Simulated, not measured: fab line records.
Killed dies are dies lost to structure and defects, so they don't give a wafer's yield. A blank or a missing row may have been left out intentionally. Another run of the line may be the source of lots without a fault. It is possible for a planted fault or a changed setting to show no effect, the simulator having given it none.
fab line records | flow sky130 | part 2 of 2: steps 43 to 43 of 43
record: lots: 6 | wafers: 18 | last-day: 50
route steps=708 shown CONTACT@422 METAL1@434 VIA1@458 PAD_OPEN@708
lots that met no fault: from a run of the same line without faults
start-h: the number of hours between the record's first day and the start of the first shown wafer of the lot | wait-h: hours elapsed since this lot's preceding step | " repeats the value in the row above | L1.1+2: several wafers, shown together as one row | - value missing, or start not given | * or withheld: withheld | < > ~ a bound
route shown NAME@n: names a module that has steps shown in the file, with the first one's number in the route | usual: mean/standard deviation of fault-free wafers | same: alike in all rows | chamber/n: place in a boat | sites: readings site by site | _std_site: how widely they spread, as a standard deviation | _edge_site: mean of outer sites minus mean of inner sites | radius-mm: how far each site lies from the wafer's centre | mask NAME#n: copy n | behind: the last tool/chamber to shape the wafer | hold: why the lot was held/for how many hours/how that ended | device: transistor that didn't switch, given as n, p or np | end of line: tests run on the same wafers once the route is complete | where a step has no rows: the recipe by itself | killed: at the first sort, the dies lost to defects and structure; wafer yield is something else | map: per-die view of a wafer (x killed, . not killed, _ where there is no die)
set.NAME: the run value of the setting; set.NAME@STEP: its run value at that earlier step | model.NAME: the simulator's own value behind a step, which no gauge read
lots at some steps of the route; a table a step, a row a wafer
services: the hour from which a tool's chamber was out of use, counted from the record's first day as start-h (under 0 if before that day), plus the number of hours and why
== steps ==
step: SKY_PAD_OPEN_PROBE_99
usual: defect-limited-yield: 82.6/1.8 | killed_at_M0_to_M3: 44/6.9 | killed_at_M4_up: 3.2/1.8 | killed-at-contacts: 23/5.2 | killed-at-front-end: 15/4.5 | killed-at-other: 0.3/0.56 | killed-dies: 85/8.8 | killed-on-rim: 17/3.5 | killed-open: 47/6.7 | killed-short: 39/6.4 | sort_bin_3_pad_short: 0.8/0.4 | sort_bin_5_function: 10.2/1.3 | sort_bin_6_memory: 6.4/1.1 | sort-n-pass: 407/8.8 | sort-yield-pct: 82.6/1.8
same: gross-dies: 492 | killed-at-back-side: 0 | sort_bin_4_leakage[%]: 0 | sort_bin_8_speed[%]: 0
lot.wafer | tool      | chamber | start-h | wait-h | defect-limited-yield[%] | killed_at_M0_to_M3 | killed_at_M4_up | killed-at-contacts | killed-at-front-end | killed-at-other | killed-dies | killed-on-rim | killed-open | killed-short | sort_bin_3_pad_short[%] | sort_bin_5_function[%] | sort_bin_6_memory[%] | sort-n-pass | sort-yield-pct[%] | model.etest.tester.sort-n-pass | model.etest.tester.sort-yield-pct | model.etest.tester.sort_bin_5_pct | model.etest.tester.sort_bin_3_pct
L501.2    | prober-01 | -       | 1079.16 | 0.1    | 84.6                    | 38                 | 3               | 19                 | 16                  | 0               | 76          | 16            | 48          | 28           | 0.6                     | 10.0                   | 4.9                  | 416         | 84.6              | 416                            | 84.55                             | 9.959                             | 0.6098
L501.4    | prober-01 | -       | 1079.26 | 0.2    | 83.9                    | 35                 | 2               | 25                 | 17                  | 0               | 79          | 15            | 42          | 37           | 1.2                     | 8.9                    | 5.9                  | 413         | 83.9              | 413                            | 83.94                             | 8.943                             | 1.22
L501.5    | prober-01 | -       | 1079.31 | 0.2    | 87.2                    | 30                 | 0               | 19                 | 14                  | 0               | 63          | 10            | 35          | 28           | 0.6                     | 7.3                    | 4.9                  | 429         | 87.2              | 429                            | 87.2                              | 7.317                             | 0.6098
L505.1    | prober-01 | -       | 1104.33 | 0.1    | 82.9                    | 46                 | 4               | 15                 | 19                  | 0               | 84          | 17            | 36          | 48           | 1.4                     | 11.2                   | 4.5                  | 408         | 82.9              | 408                            | 82.93                             | 11.18                             | 1.423
L505.2    | prober-01 | -       | 1104.38 | 0.1    | 81.7                    | 53                 | 2               | 20                 | 15                  | 0               | 90          | 20            | 42          | 48           | 1.8                     | 9.8                    | 6.7                  | 402         | 81.7              | 402                            | 81.71                             | 9.756                             | 1.829
L505.4    | prober-01 | -       | 1104.48 | 0.2    | 83.1                    | 46                 | 1               | 23                 | 13                  | 0               | 83          | 17            | 40          | 43           | 1.4                     | 10.2                   | 5.3                  | 409         | 83.1              | 409                            | 83.13                             | 10.16                             | 1.423
L507.2    | prober-02 | -       | 1119.57 | 0.1    | 83.1                    | 44                 | 6               | 15                 | 18                  | 0               | 83          | 9             | 36          | 47           | 1.0                     | 8.9                    | 6.9                  | 409         | 83.1              | 409                            | 83.13                             | 8.943                             | 1.016
L507.3    | prober-02 | -       | 1119.62 | 0.2    | 80.7                    | 52                 | 6               | 24                 | 13                  | 0               | 95          | 14            | 56          | 39           | 0.8                     | 11.8                   | 6.7                  | 397         | 80.7              | 397                            | 80.69                             | 11.79                             | 0.813
L507.5    | prober-02 | -       | 1119.72 | 0.2    | 81.3                    | 45                 | 2               | 24                 | 21                  | 0               | 92          | 13            | 50          | 42           | 0.6                     | 11.6                   | 6.5                  | 400         | 81.3              | 400                            | 81.3                              | 11.59                             | 0.6098
L515.4    | prober-01 | -       | 1162.27 | 0.2    | 77.8                    | 74                 | 4               | 25                 | 6                   | 0               | 109         | 29            | 30          | 48           | 3.0                     | 12.6                   | 6.5                  | 383         | 77.8              | 383                            | 77.85                             | 12.6                              | 3.049
L515.5    | prober-01 | -       | 1162.32 | 0.2    | 70.3                    | 103                | 3               | 22                 | 18                  | 0               | 146         | 24            | 42          | 39           | 3.7                     | 19.3                   | 6.7                  | 346         | 70.3              | 346                            | 70.33                             | 19.31                             | 3.659
L515.6    | prober-01 | -       | 1162.37 | 0.2    | 76.0                    | 80                 | 5               | 17                 | 16                  | 0               | 118         | 29            | 46          | 38           | 4.1                     | 13.6                   | 6.3                  | 374         | 76.0              | 374                            | 76.02                             | 13.62                             | 4.065
L517.1    | prober-02 | -       | 1180.37 | 0.1    | 76.8                    | 75                 | 3               | 22                 | 13                  | 1               | 114         | 33            | 41          | 36           | 3.5                     | 11.8                   | 7.9                  | 378         | 76.8              | 378                            | 76.83                             | 11.79                             | 3.455
L517.5    | prober-02 | -       | 1180.57 | 0.2    | 75.8                    | 73                 | 6               | 22                 | 18                  | 0               | 119         | 35            | 51          | 43           | 3.5                     | 14.8                   | 5.9                  | 373         | 75.8              | 373                            | 75.81                             | 14.84                             | 3.455
L517.6    | prober-02 | -       | 1180.62 | 0.2    | 75.4                    | 68                 | 5               | 26                 | 22                  | 0               | 121         | 30            | 48          | 41           | 2.8                     | 12.4                   | 9.3                  | 371         | 75.4              | 371                            | 75.41                             | 12.4                              | 2.846
L523.1    | prober-02 | -       | 1200.88 | 0.4    | 83.3                    | 47                 | 5               | 17                 | 13                  | 0               | 82          | 17            | 39          | 43           | 0.6                     | 8.5                    | 7.5                  | 410         | 83.3              | 410                            | 83.33                             | 8.537                             | 0.6098
L523.2    | prober-02 | -       | 1200.93 | 0.4    | 79.5                    | 60                 | 0               | 26                 | 15                  | 0               | 101         | 23            | 54          | 47           | 1.2                     | 11.8                   | 7.5                  | 391         | 79.5              | 391                            | 79.47                             | 11.79                             | 1.22
L523.4    | prober-02 | -       | 1201.03 | 0.5    | 80.3                    | 56                 | 5               | 20                 | 16                  | 0               | 97          | 19            | 52          | 45           | 0.8                     | 9.3                    | 9.6                  | 395         | 80.3              | 395                            | 80.28                             | 9.35                              | 0.813
killed by level:class
L501.2 VIA1:geometric-particle:open=11 CONTACT:geometric-particle:open=8 LI_CONTACT:geometric-particle:open=7 VIA3:geometric-particle:open=6 POLY_GATE:geometric-particle:open=5 VIA2:geometric-particle:open=5 METAL1:geometric-particle:short=4 LI_CONTACT:geometric-particle:short=3
L501.4 CONTACT:geometric-particle:open=8 VIA3:geometric-particle:open=7 VIA2:geometric-particle:open=6 FIELD_ISO:geometric-particle:short=5 CONTACT:geometric-particle:short=5 VIA1:geometric-particle:short=5 LI_CONTACT:geometric-particle:open=5 VIA1:geometric-particle:open=5
L501.5 VIA1:geometric-particle:open=9 LI_CONTACT:geometric-particle:open=5 CONTACT:geometric-particle:short=5 FIELD_ISO:geometric-particle:open=4 CONTACT:geometric-particle:open=4 VIA2:geometric-particle:open=4 VIA3:geometric-particle:open=4 METAL2:geometric-particle:short=3
L505.1 VIA1:geometric-particle:open=8 METAL1:geometric-particle:short=7 FIELD_ISO:geometric-particle:short=6 METAL2:geometric-particle:short=6 CONTACT:geometric-particle:open=5 VIA1:geometric-particle:short=5 VIA2:geometric-particle:open=5 POLY_GATE:geometric-particle:open=4
L505.2 VIA1:geometric-particle:open=13 VIA1:geometric-particle:short=11 VIA2:geometric-particle:open=8 FIELD_ISO:geometric-particle:short=6 LI_CONTACT:geometric-particle:open=6 METAL2:geometric-particle:short=6 CONTACT:geometric-particle:open=5 CONTACT:geometric-particle:short=5
L505.4 CONTACT:geometric-particle:open=9 VIA1:geometric-particle:open=7 VIA2:geometric-particle:open=7 VIA2:geometric-particle:short=6 CONTACT:geometric-particle:short=5 METAL1:geometric-particle:short=5 METAL2:geometric-particle:short=5 METAL3:geometric-particle:short=5
L507.2 METAL2:geometric-particle:short=10 VIA1:geometric-particle:open=9 METAL3:geometric-particle:short=7 LOCAL_INTERCONNECT:geometric-particle:short=6 FIELD_ISO:geometric-particle:open=4 FIELD_ISO:geometric-particle:short=4 CONTACT:geometric-particle:open=4 VIA2:geometric-particle:open=4
L507.3 VIA1:geometric-particle:open=22 CONTACT:geometric-particle:open=8 LI_CONTACT:geometric-particle:open=6 METAL2:geometric-particle:short=6 VIA2:geometric-particle:open=5 VIA3:geometric-particle:open=5 METAL4:geometric-particle:short=5 FIELD_ISO:geometric-particle:open=4
L507.5 VIA1:geometric-particle:open=13 VIA1:geometric-particle:short=10 CONTACT:geometric-particle:open=9 FIELD_ISO:geometric-particle:short=6 FIELD_ISO:geometric-particle:open=5 LI_CONTACT:geometric-particle:open=5 LOCAL_INTERCONNECT:geometric-particle:short=5 VIA3:geometric-particle:open=4
L515.4 METAL1:unspecified=31 CONTACT:geometric-particle:short=8 CONTACT:geometric-particle:open=7 VIA1:geometric-particle:short=7 VIA1:geometric-particle:open=7 METAL2:geometric-particle:short=7 LOCAL_INTERCONNECT:geometric-particle:short=5 VIA3:geometric-particle:short=5
L515.5 METAL1:unspecified=65 LI_CONTACT:geometric-particle:open=8 FIELD_ISO:geometric-particle:short=6 CONTACT:geometric-particle:open=6 VIA1:geometric-particle:open=6 VIA3:geometric-particle:open=6 METAL2:geometric-particle:short=6 FIELD_ISO:geometric-particle:open=5
L515.6 METAL1:unspecified=34 VIA1:geometric-particle:open=13 FIELD_ISO:geometric-particle:short=7 VIA2:geometric-particle:open=7 FIELD_ISO:geometric-particle:open=6 CONTACT:geometric-particle:open=5 METAL1:geometric-particle:short=5 VIA1:geometric-particle:short=5
L517.1 METAL1:unspecified=37 VIA2:geometric-particle:open=10 METAL1:geometric-particle:short=7 VIA1:geometric-particle:open=7 FIELD_ISO:geometric-particle:open=5 LI_CONTACT:geometric-particle:short=5 CONTACT:geometric-particle:short=5 VIA2:geometric-particle:short=4
L517.5 METAL1:unspecified=25 VIA1:geometric-particle:open=11 VIA2:geometric-particle:open=10 FIELD_ISO:geometric-particle:short=8 VIA3:geometric-particle:open=8 CONTACT:geometric-particle:open=7 METAL1:geometric-particle:short=6 METAL2:geometric-particle:short=6
L517.6 METAL1:unspecified=32 POLY_GATE:geometric-particle:open=9 LI_CONTACT:geometric-particle:open=8 CONTACT:geometric-particle:open=6 VIA2:geometric-particle:open=6 FIELD_ISO:geometric-particle:short=5 CONTACT:geometric-particle:short=5 METAL1:geometric-particle:short=5
L523.1 METAL2:geometric-particle:short=8 VIA3:geometric-particle:open=8 VIA2:geometric-particle:open=7 CONTACT:geometric-particle:open=6 VIA1:geometric-particle:short=6 VIA1:geometric-particle:open=6 METAL1:geometric-particle:short=5 FIELD_ISO:geometric-particle:open=4
L523.2 VIA1:geometric-particle:open=17 VIA2:geometric-particle:open=10 LI_CONTACT:geometric-particle:open=9 METAL1:geometric-particle:short=7 POLY_GATE:geometric-particle:short=6 CONTACT:geometric-particle:open=6 VIA1:geometric-particle:short=5 VIA3:geometric-particle:short=5
L523.4 VIA1:geometric-particle:open=12 VIA3:geometric-particle:open=10 METAL2:geometric-particle:short=8 METAL1:geometric-particle:short=8 LI_CONTACT:geometric-particle:open=7 CONTACT:geometric-particle:open=6 CONTACT:geometric-particle:short=5 POLY_GATE:geometric-particle:short=5
map L515.5 (x killed, . not)
__________.........._________
________........xx.x.._______
______..x......x........_____
_____..x..x...........x..____
____...........x.x..xx....___
___....x...........x..x..xx__
__.x.......x.....x..x..x..x._
_.x......xx.................x
_........x..x.x...x.....x....
_x.x....xx........x..........
_.x............xx...x...x....
_.x.....x........xxx...x.xxx.
_.x..x..x.x......xx.xxxx.....
_........x.x...xxxxxxxxxxx...
_........x......x.xxxxxxxx.x.
__..x..x..x..xx.xxxxxxxxx.x._
___.......x.....xxxxxxxxxxx__
____x.........xx.xxxxxxx..___
_____x.......xx.x.xxxxxx.____
______......x....x.xxxxx_____
________..x.....x.x.x._______
__________...x.x.x.._________
map L517.6 (x killed, . not)
__________....xxxxxx_________
________...x..xxxxxxxx_______
______.x...x.xx.xxxxxxxx_____
_____........x.xxxxxxxxx.____
____........xx..x.....x.x.___
___...xx.....x...x..xx.....__
__..x.........x....x.....x.._
_x...x.x....xx........x.....x
_......x.....................
_.xx...x..x...x....x.x....x..
_.x....................x.....
_...xx..........x..x.......x.
_.x.............xx..........x
_x....x...x...x....x........x
_...x......x........xx....xx.
__....x....x.....x...x......_
___x.xx..x.........x.x.x.x.__
____..xx....x......x......___
_____xx.......x....xx..x.____
______....x......x...x.._____
________...x.x.....x.._______
__________....x.x..._________
== services ==
tool            | chamber | start-h | hours | kind
cmp-02          | -       | 716.23  | 5.5   | pm
pvd-sputter-01  | -       | 720.75  | 5.1   | repair
cmp-02          | -       | 724.55  | 3.8   | repair
cmp-02          | -       | 732.22  | 4.3   | pm
plasma-asher-04 | -       | 733.75  | 9.0   | pm
plasma-asher-04 | 0       | 733.75  | 9.0   | vent-cycle
plasma-asher-04 | 1       | 733.75  | 9.0   | vent-cycle
plasma-asher-03 | -       | 734.95  | 2.8   | pm
cmp-01          | -       | 742.22  | 3.3   | repair
plasma-asher-04 | 0       | 742.75  | -     | clean
plasma-asher-04 | 1       | 742.75  | -     | clean
cmp-01          | -       | 745.54  | 4.0   | pm
cmp-01          | -       | 749.54  | -     | consumable-replace:conditioner
cmp-01          | -       | 749.54  | -     | consumable-replace:pad
plasma-asher-04 | -       | 755.20  | 0.5   | repair
plasma-asher-02 | -       | 783.97  | 15.6  | pm
cmp-01          | -       | 793.44  | 4.8   | pm
cmp-01          | -       | 818.53  | 6.7   | repair
plasma-asher-04 | -       | 823.87  | 14.6  | pm
plasma-asher-02 | -       | 827.59  | 2.8   | pm
pvd-sputter-02  | -       | 842.70  | 1.3   | repair
pvd-sputter-01  | -       | 887.25  | 4.3   | repair
cmp-02          | -       | 911.44  | 1.6   | repair
cmp-02          | -       | 913.07  | 4.0   | pm
== key ==
first-sign: step: SKY_PAD_OPEN_PROBE_99 | reading: sort_bin_3_pad_short | direction: up | sigmas: 6.5 | usual: 0.8 | struck: 3.4
effect: step: SKY_PAD_OPEN_PROBE_99 | reading: killed_at_M0_to_M3 | direction: up | sigmas: 5.1 | usual: 44 | struck: 79
model-effect: step: SKY_PAD_OPEN_PROBE_99 | value: etest.tester.sort-n-pass | without: 404.5 | struck: 370.8
met-at SKY_METAL1_SPUTTER_00
struck-wafers L515.4,L515.5,L515.6,L517.1,L517.5,L517.6
onset-between 739.63 853.23
also-fits SKY_METAL1_SPUTTER_02:pvd-sputter-01,SKY_METAL1_SPUTTER_03:pvd-sputter-01
fault: kind: chamber-particle-source | tool: pvd-sputter-01 | chamber: - | onset-h: 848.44 | steps: SKY_METAL1_SPUTTER_00 | rate-per-visit-cm2: 1.3573 | end-h: 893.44
